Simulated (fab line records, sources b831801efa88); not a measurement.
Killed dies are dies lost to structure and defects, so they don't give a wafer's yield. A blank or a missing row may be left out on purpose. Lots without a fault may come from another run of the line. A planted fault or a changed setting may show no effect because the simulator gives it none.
fab line records | flow sky130 | part 1 of 2: steps 1 to 22 of 34
record lots=5 wafers=15 last_day=49
route steps=708 shown VIA3@596 METAL4@598 CAP2M@603
lots that met no fault: from a run of the same line without faults
start_h: hours from the record's first day to the start of the lot's first wafer shown | wait_h: hours since the lot's step before | " the same as in the row above | L1.1+2: a row that stands for several wafers | - no value, or no start given | * or withheld: withheld | < > ~ a bound
route shown NAME@n: a module of which the file shows steps, and the number in the route of the first | usual: mean/standard deviation of fault-free wafers | same: alike in all rows | chamber/n: place in a boat | sites: the reading at each site | _std_site: their standard deviation | _edge_site: outer sites' mean less inner sites' | radius_mm: how far each site lies from the wafer's centre | mask NAME#n: copy n | behind: the tool/chamber that last shaped the wafer | hold: why the lot was held/for how many hours/how that ended | device: the transistor (n, p or np) that didn't switch | end of line: the same wafers' tests at the end of the route | a step without rows: its recipe alone | killed: dies lost to structure and defects at the first sort, not the wafer's yield | map: a wafer's dies, x killed, . not, _ none there
set.NAME: the setting as run; set.NAME@STEP: as run at that earlier step | model.NAME: the simulator's own value behind a step, which no gauge read
lots at some steps of the route; a table a step, a row a wafer
services: from which hour (start_h, from the record's first day; less than 0 if before it) a tool's chamber was out of use, for how many hours, and why
## steps
# step SKY_VIA3_THK_MEAS_23
# recipe thk_meas_gauge=xrf reads=W_of_VIA3_CVD_21
# usual VIA3_W_THK=394/5.3
# columns lot.wafer tool chamber start_h wait_h VIA3_W_THK[nm]
L074.3 film_metro-01 - 927.44 0.1 396
L074.5 " - " " 394
L074.6 " - " " 387
L084.1 film_metro-01 - 1008.31 0.1 384
L084.2 " - " " 394
L084.4 " - " " 387
L083.2 film_metro-03 - 1010.97 0.1 393
L083.3 " - " " 396
L083.4 " - " " 397
L091.1 film_metro-03 - 1050.69 0.1 393
L091.4 " - " " 397
L091.6 " - " " 392
L093.2 film_metro-04 - 1054.05 0.1 385
L093.3 " - " " 382
L093.4 " - " " 386
# step SKY_VIA3_CMP_24
# recipe stop_on=SiO2 t_overpolish_s=20 down_force_psi=3.5 platen_rpm=60 target_thk_nm=0 pad_velocity_m_s=0.94248
# usual motor_current_A=11.0/1.5 overpolish_run_s=20.001/0.0093 slurry_filter_dp_kPa=13.51/0.13 time_to_endpoint_s=98/4.2
# same t_overpolish_s=20
# columns lot.wafer tool chamber start_h wait_h motor_current_A overpolish_run_s slurry_filter_dp_kPa time_to_endpoint_s
L074.3 cmp-01 1 928.47 1.0 9.9 19.991 13.75 101
L074.6 " 0 " " 13.7 19.998 13.49 98
L074.5 " 1 " " 10.2 19.998 13.38 101
L084.1 cmp-01 2 1008.37 0.1 12.0 20.012 13.47 98
L084.4 " 3 " " 10.0 20.017 13.52 101
L084.2 " 1 " " 10.0 19.997 13.56 102
L083.4 cmp-01 2 1011.11 0.1 12.3 19.995 13.47 95
L083.3 " 0 " " 14.0 20.009 13.45 98
L083.2 " 1 " " 10.4 20.006 13.29 98
L091.1 cmp-02 0 1050.87 0.2 12.7 20.008 13.45 96
L091.4 " 1 " " 10.4 20.003 13.41 93
L091.6 " 1 " " 11.3 19.993 13.69 88
L093.3 cmp-02 0 1054.38 0.3 12.3 20.005 13.61 97
L093.4 " 1 " " 10.6 20.008 13.73 95
L093.2 " 2 " " 9.1 19.989 13.52 98
# step SKY_METAL4_SPUTTER_00
# recipe material=Ti target_thk_nm=15 power_w=3000 time_s=10 chamber_pressure_pa=0.4
# usual chamber_pressure_pa=0.4000/0.00082 throttle_valve_pct=30.0/0.78
# columns lot.wafer tool chamber start_h wait_h chamber_pressure_pa throttle_valve_pct
L074.3 pvd_sputter-02 - 928.72 0.2 0.3992 30.1
L074.5 " - " " 0.3999 29.7
L074.6 " - " " 0.3999 30.2
L084.1 pvd_sputter-03 - 1008.67 0.2 0.3989 30.6
L084.2 " - " " 0.3997 29.7
L084.4 " - " " 0.3995 29.6
L083.2 pvd_sputter-02 - 1011.41 0.1 0.4011 29.6
L083.3 " - " " 0.4002 30.1
L083.4 " - " " 0.4000 30.0
L091.1 pvd_sputter-03 - 1051.17 0.2 0.4015 30.4
L091.4 " - " " 0.4000 29.9
L091.6 " - " " 0.4006 29.9
L093.2 pvd_sputter-04 - 1054.68 0.1 0.4011 30.1
L093.3 " - " " 0.3988 28.4
L093.4 " - " " 0.4011 30.3
# step SKY_METAL4_SPUTTER_01
# recipe material=TiN target_thk_nm=20 power_w=6500 time_s=16.7 chamber_pressure_pa=0.4
# usual chamber_pressure_pa=0.4001/0.00084 throttle_valve_pct=30.0/0.78
# columns lot.wafer tool chamber start_h wait_h chamber_pressure_pa throttle_valve_pct
L074.3 pvd_sputter-02 - 928.74 0.0 0.4003 29.9
L074.5 " - " " 0.3994 29.6
L074.6 " - " " 0.4008 30.2
L084.1 pvd_sputter-03 - 1008.69 0.0 0.3992 30.2
L084.2 " - " " 0.3997 29.6
L084.4 " - " " 0.4006 29.9
L083.2 pvd_sputter-02 - 1011.43 0.0 0.4013 29.9
L083.3 " - " " 0.3992 29.9
L083.4 " - " " 0.3989 30.0
L091.1 pvd_sputter-03 - 1051.19 0.0 0.4009 30.5
L091.4 " - " " 0.3996 30.0
L091.6 " - " " 0.3995 29.7
L093.2 pvd_sputter-04 - 1054.70 0.0 0.3995 30.3
L093.3 " - " " 0.3992 28.4
L093.4 " - " " 0.3998 30.4
# step SKY_METAL4_SPUTTER_02
# recipe material=AlCu target_thk_nm=735 power_w=10600 time_s=39.1 chamber_pressure_pa=0.4
# usual chamber_pressure_pa=0.3999/0.00082 throttle_valve_pct=30.0/0.79
# columns lot.wafer tool chamber start_h wait_h chamber_pressure_pa throttle_valve_pct
L074.3 pvd_sputter-02 - 928.77 0.0 0.4000 30.0
L074.5 " - " " 0.4001 29.7
L074.6 " - " " 0.3989 30.1
L084.1 pvd_sputter-03 - 1008.72 0.0 0.3990 30.7
L084.2 " - " " 0.4008 29.6
L084.4 " - " " 0.4002 29.5
L083.2 pvd_sputter-02 - 1011.46 0.0 0.3993 29.6
L083.3 " - " " 0.3989 30.3
L083.4 " - " " 0.4012 29.9
L091.1 pvd_sputter-03 - 1051.21 0.0 0.3993 30.8
L091.4 " - " " 0.3996 29.9
L091.6 " - " " 0.4007 29.5
L093.2 pvd_sputter-04 - 1054.73 0.0 0.3988 30.6
L093.3 " - " " 0.3997 28.7
L093.4 " - " " 0.3991 30.2
# step SKY_METAL4_SPUTTER_03
# recipe material=Ti target_thk_nm=5 power_w=3000 time_s=3.3 chamber_pressure_pa=0.4
# usual chamber_pressure_pa=0.3999/0.00076 throttle_valve_pct=30.0/0.79
# columns lot.wafer tool chamber start_h wait_h chamber_pressure_pa throttle_valve_pct
L074.3 pvd_sputter-02 - 928.81 0.0 0.3998 30.3
L074.5 " - " " 0.3993 29.6
L074.6 " - " " 0.3998 30.4
L084.1 pvd_sputter-03 - 1008.76 0.0 0.3995 30.5
L084.2 " - " " 0.3991 29.6
L084.4 " - " " 0.3989 29.2
L083.2 pvd_sputter-02 - 1011.50 0.0 0.3990 29.9
L083.3 " - " " 0.3999 30.2
L083.4 " - " " 0.4000 29.7
L091.1 pvd_sputter-03 - 1051.25 0.0 0.3997 30.7
L091.4 " - " " 0.4008 30.1
L091.6 " - " " 0.4012 29.9
L093.2 pvd_sputter-04 - 1054.77 0.0 0.4001 30.5
L093.3 " - " " 0.4008 28.5
L093.4 " - " " 0.4013 30.6
# step SKY_METAL4_SPUTTER_04
# recipe material=TiN target_thk_nm=70 power_w=6500 time_s=58.3 chamber_pressure_pa=0.4
# usual chamber_pressure_pa=0.3999/0.00073 throttle_valve_pct=30.0/0.79
# columns lot.wafer tool chamber start_h wait_h chamber_pressure_pa throttle_valve_pct
L074.3 pvd_sputter-02 - 928.83 0.0 0.3999 30.0
L074.5 " - " " 0.3999 29.5
L074.6 " - " " 0.4005 30.0
L084.1 pvd_sputter-03 - 1008.78 0.0 0.3988 30.7
L084.2 " - " " 0.4007 29.8
L084.4 " - " " 0.3987 29.3
L083.2 pvd_sputter-02 - 1011.52 0.0 0.3997 29.9
L083.3 " - " " 0.3994 29.9
L083.4 " - " " 0.4002 29.7
L091.1 pvd_sputter-03 - 1051.27 0.0 0.3989 30.3
L091.4 " - " " 0.4003 29.7
L091.6 " - " " 0.3992 29.7
L093.2 pvd_sputter-04 - 1054.78 0.0 0.3991 30.3
L093.3 " - " " 0.3992 28.3
L093.4 " - " " 0.3990 30.6
# step SKY_CAP2M_CVD_00
# recipe material=SiO2 target_thk_nm=15.5 temp_c=400 time_s=withheld rf_w=450
# usual heater_power_w=691/120
# columns lot.wafer tool chamber start_h wait_h heater_power_w
L074.3 pecvd-02 2 928.87 0.0 833
L074.5 " 0 " " 539
L074.6 " 1 " " 915
L084.1 pecvd-04 0 1008.83 0.0 565
L084.2 " 2 " " 635
L084.4 " 0 " " 578
L083.2 pecvd-02 1 1011.56 0.0 831
L083.3 " 2 " " 811
L083.4 " 0 " " 633
L091.1 pecvd-04 1 1051.32 0.0 622
L091.4 " 1 " " 637
L091.6 " 2 " " 675
L093.2 pecvd-04 1 1054.83 0.0 529
L093.3 " 0 " " 633
L093.4 " 0 " " 661
# step SKY_CAP2M_THK_MEAS_01
# recipe reads=SiO2_of_CAP2M_CVD_00
# usual CAP2M_CVD_00_THK=15.62/0.21
# columns lot.wafer tool chamber start_h wait_h CAP2M_CVD_00_THK[nm]
L074.3 film_metro-02 - 928.92 - 15.34
L074.5 " - " " 15.21
L074.6 " - " " 15.52
L084.1 film_metro-02 - 1008.86 - 15.74
L084.2 " - " " 15.54
L084.4 " - " " 15.82
L083.2 film_metro-02 - 1011.60 - 15.42
L083.3 " - " " 15.70
L083.4 " - " " 15.81
L091.1 film_metro-02 - 1051.34 - 15.40
L091.4 " - " " 15.83
L091.6 " - " " 15.81
L093.2 film_metro-02 - 1054.87 - 15.58
L093.3 " - " " 15.77
L093.4 " - " " 15.91
# step SKY_CAP2M_SPUTTER_02
# recipe material=TiN target_thk_nm=200 temp_c=300 power_w=6500 time_s=166.7 chamber_pressure_pa=0.4
# usual chamber_pressure_pa=0.4001/0.0008 throttle_valve_pct=29.9/0.97
# columns lot.wafer tool chamber start_h wait_h chamber_pressure_pa throttle_valve_pct
L074.3 pvd_sputter-01 - 928.96 0.0 0.4001 31.3
L074.5 " - " " 0.4003 31.4
L074.6 " - " " 0.4008 29.7
L084.1 pvd_sputter-01 - 1008.92 0.1 0.4012 29.5
L084.2 " - " " 0.3997 29.5
L084.4 " - " " 0.4005 29.4
L083.2 pvd_sputter-01 - 1011.65 0.0 0.3999 29.5
L083.3 " - " " 0.3996 31.5
L083.4 " - " " 0.3984 29.3
L091.1 pvd_sputter-01 - 1051.40 0.1 0.3999 30.0
L091.4 " - " " 0.4002 31.3
L091.6 " - " " 0.3991 29.3
L093.2 pvd_sputter-03 - 1054.92 0.0 0.4006 29.8
L093.3 " - " " 0.4014 30.8
L093.4 " - " " 0.4004 29.3
# step SKY_CAP2M_RS_MEAS_03
# recipe thk_meas_gauge=four-point-probe reads=TiN_of_CAP2M_SPUTTER_02
# usual CAP2M_TIN_RS=6.94/0.079
# columns lot.wafer tool chamber start_h wait_h CAP2M_TIN_RS[ohm/sq]
L074.3 film_metro-01 - 929.11 0.1 6.94
L074.5 " - " " 6.90
L074.6 " - " " 7.03
L084.1 film_metro-04 - 1009.03 0.1 6.93
L084.2 " - " " 6.92
L084.4 " - " " 6.87
L083.2 film_metro-01 - 1011.78 0.1 6.87
L083.3 " - " " 6.83
L083.4 " - " " 6.86
L091.1 film_metro-01 - 1051.51 0.1 6.96
L091.4 " - " " 6.91
L091.6 " - " " 6.89
L093.2 film_metro-02 - 1055.04 0.1 6.99
L093.3 " - " " 7.03
L093.4 " - " " 6.96
# step SKY_CAP2M_THK_MEAS_04
# recipe thk_meas_gauge=xrf reads=TiN_of_CAP2M_SPUTTER_02
# usual CAP2M_TIN_THK=201.1/2.4
# columns lot.wafer tool chamber start_h wait_h CAP2M_TIN_THK[nm]
L074.3 film_metro-01 - 929.21 0.1 202.0
L074.5 " - " " 202.6
L074.6 " - " " 198.3
L084.1 film_metro-04 - 1009.15 0.1 199.8
L084.2 " - " " 202.0
L084.4 " - " " 202.9
L083.2 film_metro-01 - 1011.89 0.1 203.6
L083.3 " - " " 204.4
L083.4 " - " " 203.8
L091.1 film_metro-01 - 1051.63 0.1 200.5
L091.4 " - " " 201.8
L091.6 " - " " 203.1
L093.2 film_metro-02 - 1055.15 0.1 199.2
L093.3 " - " " 198.0
L093.4 " - " " 200.8
# step SKY_CAP2M_DEHYDRATE_05
# recipe temp_c=200 time_s=60
# usual exhaust_pa=45.0/0.94
# columns lot.wafer tool chamber start_h wait_h exhaust_pa
L074.3 litho_track-01 0 940.43 11.2 45.5
L074.5 " 0 " " 46.2
L074.6 " 0 " " 44.6
L084.1 litho_track-03 0 1020.29 11.1 44.0
L084.2 " 0 " " 45.6
L084.4 " 0 " " 44.8
L083.2 litho_track-02 0 1023.68 11.8 46.2
L083.3 " 0 " " 46.5
L083.4 " 0 " " 46.5
L091.1 litho_track-03 0 1060.89 9.2 43.0
L091.4 " 0 " " 45.1
L091.6 " 0 " " 44.1
L093.2 litho_track-03 0 1064.71 9.5 45.6
L093.3 " 0 " " 45.3
L093.4 " 0 " " 44.1
# step SKY_CAP2M_HMDS_06
# recipe prime_time_s=60 prime_temp_c=120
# usual exhaust_pa=45.0/0.96
# columns lot.wafer tool chamber start_h wait_h exhaust_pa
L074.3 litho_track-01 0 940.58 0.1 44.8
L074.5 " 0 " " 45.2
L074.6 " 0 " " 42.4
L084.1 litho_track-03 0 1020.44 0.1 45.3
L084.2 " 0 " " 46.0
L084.4 " 0 " " 45.3
L083.2 litho_track-02 0 1023.83 0.1 46.4
L083.3 " 0 " " 46.9
L083.4 " 0 " " 46.3
L091.1 litho_track-03 0 1061.04 0.1 44.4
L091.4 " 0 " " 45.5
L091.6 " 0 " " 46.6
L093.2 litho_track-03 0 1064.86 0.1 42.4
L093.3 " 0 " " 45.4
L093.4 " 0 " " 43.3
# step SKY_CAP2M_COAT_07
# recipe resist=NOVOLAK spin_rpm=3000 resist_thk_nm=1140
# usual exhaust_pa=45.1/0.93
# columns lot.wafer tool chamber start_h wait_h exhaust_pa
L074.3 litho_track-01 0 940.73 0.1 45.5
L074.5 " 0 " " 44.0
L074.6 " 0 " " 46.6
L084.1 litho_track-03 0 1020.59 0.1 45.9
L084.2 " 0 " " 43.9
L084.4 " 0 " " 44.4
L083.2 litho_track-02 0 1023.98 0.1 44.7
L083.3 " 0 " " 44.9
L083.4 " 0 " " 44.1
L091.1 litho_track-03 0 1061.19 0.1 45.2
L091.4 " 0 " " 45.1
L091.6 " 0 " " 44.8
L093.2 litho_track-03 0 1065.01 0.1 45.2
L093.3 " 0 " " 46.3
L093.4 " 0 " " 45.1
# step SKY_CAP2M_SOFTBAKE_08
# recipe temp_c=90 time_s=60 resist=NOVOLAK
# usual exhaust_pa=45.1/0.84
# columns lot.wafer tool chamber start_h wait_h exhaust_pa
L074.3 litho_track-01 0 940.88 0.1 46.5
L074.5 " 0 " " 46.9
L074.6 " 0 " " 46.1
L084.1 litho_track-03 0 1020.74 0.1 46.7
L084.2 " 0 " " 45.1
L084.4 " 0 " " 45.1
L083.2 litho_track-02 0 1024.13 0.1 46.6
L083.3 " 0 " " 46.0
L083.4 " 0 " " 43.8
L091.1 litho_track-03 0 1061.34 0.1 45.9
L091.4 " 0 " " 44.1
L091.6 " 0 " " 43.9
L093.2 litho_track-03 0 1065.16 0.1 45.2
L093.3 " 0 " " 44.5
L093.4 " 0 " " 45.5
# step SKY_CAP2M_EXPOSE_09
# recipe mask_id=CAP2M na=0.6 source_shape=conventional sigma_outer=0.6 polarization=unpolarized target_cd_nm=1000 dose_mj=159
# usual exposure_dose_mJ_cm2=158.98/0.15 reticle_temp_C=22.98/0.1
# columns lot.wafer tool chamber start_h wait_h mask exposure_dose_mJ_cm2 reticle_temp_C
L074.3 iline_stepper-01 0 - - CAP2M#0 159.01 23.04
L074.5 " 0 " " CAP2M#0 159.18 22.91
L074.6 " 0 " " CAP2M#0 159.19 23.05
L084.1 iline_stepper-01 0 - - CAP2M#0 159.01 22.99
L084.2 " 0 " " CAP2M#0 159.25 22.84
L084.4 " 0 " " CAP2M#0 159.07 23.04
L083.2 iline_stepper-01 0 - - CAP2M#0 158.78 22.95
L083.3 " 0 " " CAP2M#0 159.12 23.03
L083.4 " 0 " " CAP2M#0 158.97 22.92
L091.1 iline_stepper-01 0 - - CAP2M#0 159.18 23.07
L091.4 " 0 " " CAP2M#0 159.17 22.90
L091.6 " 0 " " CAP2M#0 159.08 22.95
L093.2 iline_stepper-02 0 - - CAP2M#0 158.94 22.95
L093.3 " 0 " " CAP2M#0 159.05 22.92
L093.4 " 0 " " CAP2M#0 158.76 22.90
# step SKY_CAP2M_PEB_10
# recipe temp_c=withheld time_s=* resist=NOVOLAK
# usual exhaust_pa=45.0/0.92
# columns lot.wafer tool chamber start_h wait_h exhaust_pa
L074.3 litho_track-01 0 - - 44.4
L074.5 " 0 " " 45.9
L074.6 " 0 " " 45.2
L084.1 litho_track-02 0 - - 45.9
L084.2 " 0 " " 45.6
L084.4 " 0 " " 46.8
L083.2 litho_track-01 0 - - 46.9
L083.3 " 0 " " 46.6
L083.4 " 0 " " 45.6
L091.1 litho_track-02 0 - - 45.2
L091.4 " 0 " " 44.6
L091.6 " 0 " " 44.4
L093.2 litho_track-01 0 - - 44.8
L093.3 " 0 " " 45.0
L093.4 " 0 " " 45.3
# step SKY_CAP2M_DEVELOP_11
# recipe resist=NOVOLAK developer=TMAH develop_time_s=60 dev_temp_c=23
# usual exhaust_pa=45.0/0.91
# columns lot.wafer tool chamber start_h wait_h exhaust_pa
L074.3 litho_track-01 0 953.33 0.1 45.3
L074.5 " 0 " " 45.3
L074.6 " 0 " " 44.7
L084.1 litho_track-02 0 1031.55 0.1 44.7
L084.2 " 0 " " 44.2
L084.4 " 0 " " 45.9
L083.2 litho_track-01 0 1034.56 0.1 46.0
L083.3 " 0 " " 46.1
L083.4 " 0 " " 46.1
L091.1 litho_track-02 0 1072.45 0.1 44.2
L091.4 " 0 " " 43.9
L091.6 " 0 " " 43.7
L093.2 litho_track-01 0 1075.61 0.1 46.1
L093.3 " 0 " " 45.2
L093.4 " 0 " " 45.0
# step SKY_CAP2M_OVL_MEAS_12
# usual CAP2M_OVL=-0.6/1.5
# columns lot.wafer tool chamber start_h wait_h CAP2M_OVL[nm]
L074.3 overlay-02 - 953.44 0.1 0.1
L074.5 " - " " -0.7
L074.6 " - " " 1.5
L084.1 overlay-01 - 1031.70 0.1 -0.6
L084.2 " - " " 0.1
L084.4 " - " " -0.8
L083.2 overlay-02 - 1034.69 0.1 -0.6
L083.3 " - " " -0.6
L083.4 " - " " -0.8
L091.1 overlay-02 - 1072.60 0.1 0.1
L091.4 " - " " -1.0
L091.6 " - " " -2.0
L093.2 overlay-01 - 1075.77 0.1 1.2
L093.3 " - " " -0.5
L093.4 " - " " 0.5
# step SKY_CAP2M_METAL_ETCH_13
# recipe target_depth_nm=220 stop_on=SiO2 chemistry=Cl2/BCl3 target=TiN pressure_mtorr=10 icp_w=900 bias_w=48.5 Cl2_flow_sccm=60 bcl3_flow_sccm=30 time_s=62.9
# usual drypump_motor_current_A=5.9/0.39 oes_product_au=0.939/0.0073 throttle_valve_pct=21.903/0.01
# columns lot.wafer tool chamber start_h wait_h drypump_motor_current_A oes_product_au rf_hours_counter_h throttle_valve_pct
L074.3 rie_metal-03 1 953.49 0.0 5.5 0.937 - 21.896
L074.5 " 0 " " 6.1 0.943 - 21.899
L074.6 " 1 " " 5.6 0.932 - 21.900
L084.1 rie_metal-03 1 1031.74 0.0 5.6 0.946 12 21.910
L084.2 " 0 " " 6.1 0.943 16 21.901
L084.4 " 1 " " 5.6 0.940 - 21.899
L083.2 rie_metal-02 0 1034.72 0.0 6.4 0.937 17 21.895
L083.3 " 1 " " 5.2 0.946 - 21.890
L083.4 " 0 " " 6.4 0.938 - 21.907
L091.1 rie_metal-02 1 1072.64 0.0 5.2 0.937 23 21.892
L091.4 " 1 " " 5.2 0.939 - 21.900
L091.6 " 1 " " 5.2 0.943 - 21.890
L093.2 rie_metal-04 1 1075.80 0.0 6.1 0.942 23 21.907
L093.3 " 1 " " 6.1 0.941 - 21.911
L093.4 " 0 " " 6.1 0.936 - 21.903
# step SKY_CAP2M_STRIP_14
# recipe chemistry=O2/N2 power_w=1400 pressure_mtorr=1500 platen_temp_c=withheld o2_flow_sccm=3000 n2_flow_sccm=300 overash_fraction=0.5
# usual drypump_motor_current_A=5.3/0.39 oes_product_au=0.710/0.0048 strip_time_to_endpoint_s=12.67/0.041
# same overash_fraction=0.5
# columns lot.wafer tool chamber start_h wait_h drypump_motor_current_A oes_product_au rf_hours_counter_h strip_time_to_endpoint_s
L074.3 plasma_asher-02 0 953.58 0.1 5.0 0.711 - 12.68
L074.5 " 1 " " 4.9 0.705 - 12.68
L074.6 " 0 " " 5.1 0.712 - 12.64
L084.1 plasma_asher-01 0 1031.82 0.1 5.3 0.703 86 12.71
L084.2 " 1 " " 5.9 0.724 86 12.69
L084.4 " 0 " " 5.4 0.703 - 12.69
L083.2 plasma_asher-04 1 1034.79 0.1 5.9 0.706 118 12.65
L083.3 " 1 " " 5.9 0.702 - 12.65
L083.4 " 0 " " 5.0 0.712 - 12.67
L091.1 plasma_asher-04 0 1072.79 0.1 4.9 0.704 0 12.59
L091.4 " 1 " " 5.9 0.705 - 12.61
L091.6 " 1 " " 5.9 0.711 - 12.57
L093.2 plasma_asher-02 1 1075.88 0.1 4.9 0.716 33 12.76
L093.3 " 1 " " 4.9 0.714 - 12.69
L093.4 " 0 " " 5.0 0.716 - 12.66
